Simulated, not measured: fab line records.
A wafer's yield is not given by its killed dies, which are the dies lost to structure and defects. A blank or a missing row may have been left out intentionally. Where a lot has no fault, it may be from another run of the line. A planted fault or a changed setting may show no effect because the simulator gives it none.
fab line records | flow sky130
record: lots: 6 | wafers: 18 | lastDay: 49
route steps=708 shown LOCAL_INTERCONNECT@388
lots with no fault: from the same line, run without faults
startH: hours from the record's opening day to when the first of the lot's shown wafers began | waitH: time in hours since the lot's previous step | " identical to the entry in the row above | L1.1+2: several wafers, shown together as one row | - no value, or no start was given | * or withheld: withheld | < > ~ a bound
route shown NAME@n: names a module that has steps shown in the file, with the first one's number in the route | usual: the fault-free wafers' mean and standard deviation | same: alike in all rows | chamber/n: place in a boat | sites: each site's reading | _std_site: standard deviation of those values | _edge_site: the outer-site mean with the inner-site mean subtracted | radiusMm: how far each site lies from the wafer's centre | mask NAME#n: copy n | behind: the tool/chamber that last shaped the wafer | hold: what put the lot on hold/how long, in hours/how the hold closed | device: transistor that didn't switch, given as n, p or np | end of line: at the end of the route, the tests of the same wafers | for a step that has no rows: nothing shown but its recipe | killed: the dies lost at the first sort to structure and to defects; this is not the yield of the wafer | map: shows each die of a wafer: x if killed, . if not, _ if none is there
set.NAME: the run value of the setting; set.NAME@STEP: its run value at that earlier step | model.NAME: the simulator's own value behind a step, which no gauge read
lots seen at some steps along the route; tables by step, rows by wafer
services: when a tool's chamber went out of use (startH, in hours from the record's first day, below 0 if earlier), for how many hours, and the reason
== steps ==
step: SKY_LOCAL_INTERCONNECT_RS_MEAS_01
recipe: thkMeasGauge: four-point-probe | reads: TiN_of_LOCAL_INTERCONNECT_SPUTTER_00
usual: LOCAL_INTERCONNECT_TIN_RS: 14.17/0.12
lot.wafer | tool         | chamber | startH | waitH | LOCAL_INTERCONNECT_TIN_RS[ohm/sq]
L749.2    | filmMetro-02 | -       | 713.80 | 0.1   | 14.10
L749.4    | "            | -       | "      | "     | 14.23
L749.6    | "            | -       | "      | "     | 14.06
L747.2    | filmMetro-03 | -       | 715.68 | 0.1   | 14.29
L747.3    | "            | -       | "      | "     | 14.24
L747.5    | "            | -       | "      | "     | 14.20
L756.1    | filmMetro-03 | -       | 779.42 | 0.0   | 14.23
L756.4    | "            | -       | "      | "     | 14.19
L756.5    | "            | -       | "      | "     | 14.26
L757.1    | filmMetro-01 | -       | 779.57 | 0.0   | 14.08
L757.3    | "            | -       | "      | "     | 14.11
L757.4    | "            | -       | "      | "     | 14.21
L760.1    | filmMetro-01 | -       | 804.09 | 0.0   | 14.13
L760.2    | "            | -       | "      | "     | 14.06
L760.6    | "            | -       | "      | "     | 14.10
L764.1    | filmMetro-02 | -       | 829.31 | 0.0   | 14.07
L764.4    | "            | -       | "      | "     | 14.11
L764.6    | "            | -       | "      | "     | 14.04
step: SKY_LOCAL_INTERCONNECT_THK_MEAS_02
recipe: thkMeasGauge: xrf | reads: TiN_of_LOCAL_INTERCONNECT_SPUTTER_00
usual: LOCAL_INTERCONNECT_TIN_THK: 99.4/0.72
lot.wafer | tool         | chamber | startH | waitH | LOCAL_INTERCONNECT_TIN_THK[nm]
L749.2    | filmMetro-02 | -       | 713.91 | 0.1   | 99.6
L749.4    | "            | -       | "      | "     | 98.2
L749.6    | "            | -       | "      | "     | 100.3
L747.2    | filmMetro-03 | -       | 715.79 | 0.1   | 98.7
L747.3    | "            | -       | "      | "     | 99.4
L747.5    | "            | -       | "      | "     | 99.1
L756.1    | filmMetro-03 | -       | 779.54 | 0.1   | 99.8
L756.4    | "            | -       | "      | "     | 100.1
L756.5    | "            | -       | "      | "     | 99.6
L757.1    | filmMetro-01 | -       | 779.69 | 0.1   | 99.7
L757.3    | "            | -       | "      | "     | 100.4
L757.4    | "            | -       | "      | "     | 99.9
L760.1    | filmMetro-01 | -       | 804.21 | 0.1   | 99.8
L760.2    | "            | -       | "      | "     | 101.1
L760.6    | "            | -       | "      | "     | 100.1
L764.1    | filmMetro-02 | -       | 829.43 | 0.1   | 100.1
L764.4    | "            | -       | "      | "     | 99.0
L764.6    | "            | -       | "      | "     | 99.8
step: SKY_LOCAL_INTERCONNECT_DEHYDRATE_03
recipe: tempC: 200 | timeS: 60
step: SKY_LOCAL_INTERCONNECT_HMDS_04
recipe: primeTimeS: 60 | primeTempC: 120
step: SKY_LOCAL_INTERCONNECT_COAT_05
recipe: resist: BARC | tempC: withheld | timeS: withheld | spinRpm: 3000 | resistThkNm: 60
step: SKY_LOCAL_INTERCONNECT_COAT_06
recipe: resist: KrF-thick | spinRpm: 3000 | resistThkNm: 450
step: SKY_LOCAL_INTERCONNECT_SOFTBAKE_07
recipe: tempC: 100 | timeS: 90 | resist: KrF-thick
step: SKY_LOCAL_INTERCONNECT_EXPOSE_08
recipe: maskId: LI1M | na: 0.8 | sourceShape: annular | sigmaInner: 0.55 | sigmaOuter: 0.85 | targetCdNm: 170 | doseMj: 28
step: SKY_LOCAL_INTERCONNECT_PEB_09
recipe: pebTempC: withheld | pebTimeS: withheld | resist: KrF-thick
step: SKY_LOCAL_INTERCONNECT_DEVELOP_10
recipe: developTimeS: 60 | resist: KrF-thick | devTempC: 21
step: SKY_LOCAL_INTERCONNECT_CD_MEAS_11
recipe: targetCdNm: 170
usual: cdNm: 169.7/1.9
lot.wafer | tool     | chamber | startH | waitH | cdNm
L749.2    | cdSem-02 | -       | 741.42 | -     | 168.9
L749.4    | "        | -       | "      | "     | 167.6
L749.6    | "        | -       | "      | "     | 168.8
L747.2    | cdSem-01 | -       | 743.41 | -     | 168.7
L747.3    | "        | -       | "      | "     | 169.3
L747.5    | "        | -       | "      | "     | 168.3
L756.1    | cdSem-02 | -       | 805.84 | -     | 173.0
L756.4    | "        | -       | "      | "     | 173.9
L756.5    | "        | -       | "      | "     | 172.3
L757.1    | cdSem-02 | -       | 806.25 | -     | 169.7
L757.3    | "        | -       | "      | "     | 170.5
L757.4    | "        | -       | "      | "     | 169.9
L760.1    | cdSem-02 | -       | 830.14 | -     | 172.4
L760.2    | "        | -       | "      | "     | 171.5
L760.6    | "        | -       | "      | "     | 171.8
L764.1    | cdSem-02 | -       | 855.61 | -     | 172.4
L764.4    | "        | -       | "      | "     | 171.1
L764.6    | "        | -       | "      | "     | 171.6
step: SKY_LOCAL_INTERCONNECT_OVL_MEAS_12
usual: LOCAL_INTERCONNECT_OVL: 0/6
lot.wafer | tool       | chamber | startH | waitH | LOCAL_INTERCONNECT_OVL[nm]
L749.2    | overlay-01 | -       | 741.53 | 0.1   | 2
L749.4    | "          | -       | "      | "     | -5
L749.6    | "          | -       | "      | "     | -4
L747.2    | overlay-01 | -       | 743.51 | 0.1   | -4
L747.3    | "          | -       | "      | "     | -11
L747.5    | "          | -       | "      | "     | -5
L756.1    | overlay-02 | -       | 805.96 | 0.1   | -5
L756.4    | "          | -       | "      | "     | -7
L756.5    | "          | -       | "      | "     | 1
L757.1    | overlay-02 | -       | 806.37 | 0.1   | 1
L757.3    | "          | -       | "      | "     | 3
L757.4    | "          | -       | "      | "     | -3
L760.1    | overlay-01 | -       | 830.26 | 0.1   | 3
L760.2    | "          | -       | "      | "     | 9
L760.6    | "          | -       | "      | "     | 5
L764.1    | overlay-02 | -       | 855.73 | 0.1   | 0
L764.4    | "          | -       | "      | "     | -4
L764.6    | "          | -       | "      | "     | -8
step: SKY_LOCAL_INTERCONNECT_ETCH_13
recipe: chemistry: N2/H2 | target: BARC | ionEnergyEv: 200 | biasW: 100 | pressureMtorr: 30 | n2FlowSccm: 100 | h2FlowSccm: 200 | icpW: 500 | stopOn: SiO2 | timeS: 45.9 | targetDepthA: 600
usual: drypumpMotorCurrentA: 5.9/0.46 | oesProductAu: 0.855/0.0042 | throttleValvePct: 13.224/0.009
same: timeS: 45.9
lot.wafer | tool        | chamber | startH | waitH | drypumpMotorCurrentA | oesProductAu | rfHoursCounterH | throttleValvePct | model.SiO2_of_SONOS_ONO_CVD_04.thkNm
L749.2    | rieMetal-01 | 1       | 741.56 | 0.0   | 5.7                  | 0.859        | 14              | 13.220           | 4.13
L749.4    | "           | 0       | "      | "     | 4.9                  | 0.858        | -               | 13.218           | 3.968
L749.6    | "           | 1       | "      | "     | 5.7                  | 0.850        | -               | 13.217           | 3.985
L747.2    | rieMetal-03 | 1       | 743.54 | 0.0   | 6.2                  | 0.861        | 4               | 13.234           | 4.102
L747.3    | "           | 0       | "      | "     | 5.7                  | 0.860        | -               | 13.222           | 4.034
L747.5    | "           | 0       | "      | "     | 5.7                  | 0.853        | -               | 13.224           | 4.044
L756.1    | rieMetal-01 | 1       | 805.99 | 0.0   | 5.7                  | 0.848        | 16              | 13.218           | 3.868
L756.4    | "           | 1       | "      | "     | 5.7                  | 0.850        | -               | 13.232           | 3.774
L756.5    | "           | 1       | "      | "     | 5.7                  | 0.855        | -               | 13.210           | 3.773
L757.1    | rieMetal-04 | 1       | 806.41 | 0.0   | 6.0                  | 0.850        | 3               | 13.221           | 4.147
L757.3    | "           | 0       | "      | "     | 6.5                  | 0.861        | -               | 13.223           | 4.135
L757.4    | "           | 1       | "      | "     | 6.0                  | 0.856        | -               | 13.241           | 4.199
L760.1    | rieMetal-01 | 1       | 830.29 | 0.0   | 5.8                  | 0.860        | 17              | 13.233           | 3.881
L760.2    | "           | 1       | "      | "     | 5.7                  | 0.850        | -               | 13.224           | 3.993
L760.6    | "           | 1       | "      | "     | 5.8                  | 0.855        | -               | 13.212           | 3.884
L764.1    | rieMetal-04 | 0       | 855.76 | 0.0   | 6.5                  | 0.857        | 17              | 13.211           | 4.292
L764.4    | "           | 1       | "      | "     | 6.0                  | 0.855        | -               | 13.222           | 4.368
L764.6    | "           | 0       | "      | "     | 6.5                  | 0.853        | -               | 13.226           | 4.297
step: SKY_LOCAL_INTERCONNECT_METAL_ETCH_14
recipe: targetDepthNm: 110 | stopOn: PSG | chemistry: Cl2/BCl3 | target: TiN | resistSidewallDeg: 88 | pressureMtorr: 10 | icpW: 900 | biasW: 48.5 | Cl2_flow_sccm: 60 | bcl3FlowSccm: 30 | timeS: 31.4
usual: drypumpMotorCurrentA: 5.8/0.47 | oesProductAu: 0.941/0.0061 | throttleValvePct: 21.902/0.0099
same: timeS: 31.4
lot.wafer | tool        | chamber | startH | waitH | drypumpMotorCurrentA | oesProductAu | rfHoursCounterH | throttleValvePct
L749.2    | rieMetal-01 | 1       | 741.62 | 0.0   | 5.7                  | 0.952        | 14              | 21.917
L749.4    | "           | 0       | "      | "     | 4.9                  | 0.933        | -               | 21.921
L749.6    | "           | 1       | "      | "     | 5.7                  | 0.948        | -               | 21.891
L747.2    | rieMetal-03 | 1       | 743.61 | 0.0   | 6.2                  | 0.935        | 4               | 21.904
L747.3    | "           | 0       | "      | "     | 5.7                  | 0.938        | -               | 21.904
L747.5    | "           | 0       | "      | "     | 5.7                  | 0.934        | -               | 21.903
L756.1    | rieMetal-01 | 1       | 806.12 | 0.1   | 5.7                  | 0.931        | 16              | 21.896
L756.4    | "           | 1       | "      | "     | 5.7                  | 0.939        | -               | 21.885
L756.5    | "           | 1       | "      | "     | 5.7                  | 0.931        | -               | 21.908
L757.1    | rieMetal-04 | 1       | 806.47 | 0.0   | 6.0                  | 0.946        | 3               | 21.910
L757.3    | "           | 0       | "      | "     | 6.5                  | 0.946        | -               | 21.895
L757.4    | "           | 1       | "      | "     | 6.0                  | 0.946        | -               | 21.900
L760.1    | rieMetal-01 | 1       | 830.42 | 0.1   | 5.7                  | 0.944        | 17              | 21.904
L760.2    | "           | 1       | "      | "     | 5.7                  | 0.947        | -               | 21.907
L760.6    | "           | 1       | "      | "     | 5.7                  | 0.939        | -               | 21.911
L764.1    | rieMetal-04 | 0       | 855.82 | 0.0   | 6.5                  | 0.948        | 17              | 21.887
L764.4    | "           | 1       | "      | "     | 6.0                  | 0.939        | -               | 21.908
L764.6    | "           | 0       | "      | "     | 6.5                  | 0.943        | -               | 21.887
== services ==
tool        | chamber | startH | hours | kind
rieMetal-04 | 1       | 717.94 | -     | clean
rieMetal-04 | 1       | 717.94 | 22.5  | scheduledDown
rieMetal-04 | 1       | 717.94 | 22.5  | ventCycle
rieMetal-01 | 0       | 797.48 | 52.8  | repair
rieMetal-04 | -       | 800.55 | 0.3   | repair
rieMetal-01 | -       | 809.35 | 2.8   | pm
== key ==
firstSign none at tools or gauges
modelEffect: step: SKY_LOCAL_INTERCONNECT_ETCH_13 | value: SiO2_of_SONOS_ONO_CVD_04.thkNm | without: 4.031 | struck: 3.862
metAt SKY_LOCAL_INTERCONNECT_ETCH_13
struckWafers L756.1,L756.4,L756.5,L760.1,L760.2,L760.6
testerLeftOut L756,L760
onsetBetween 741.56 805.99
fault: kind: processParameterDrift | tool: rieMetal-01 | chamber: - | onsetH: 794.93 | steps: SKY_LOCAL_INTERCONNECT_ETCH_13 | channel: ionEnergyEv | offset: 32 | shape: step | endH: 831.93 | actsIn: theseRecipesOnly | stated: 200
testerLeftOut: of these lots the tester's yield and bins aren't shown, on N5 and GAA mostly nor the transistor test; their killed dies are dies lost to structure and defects alone, not to doping, threshold or leakage, so they don't give the yield
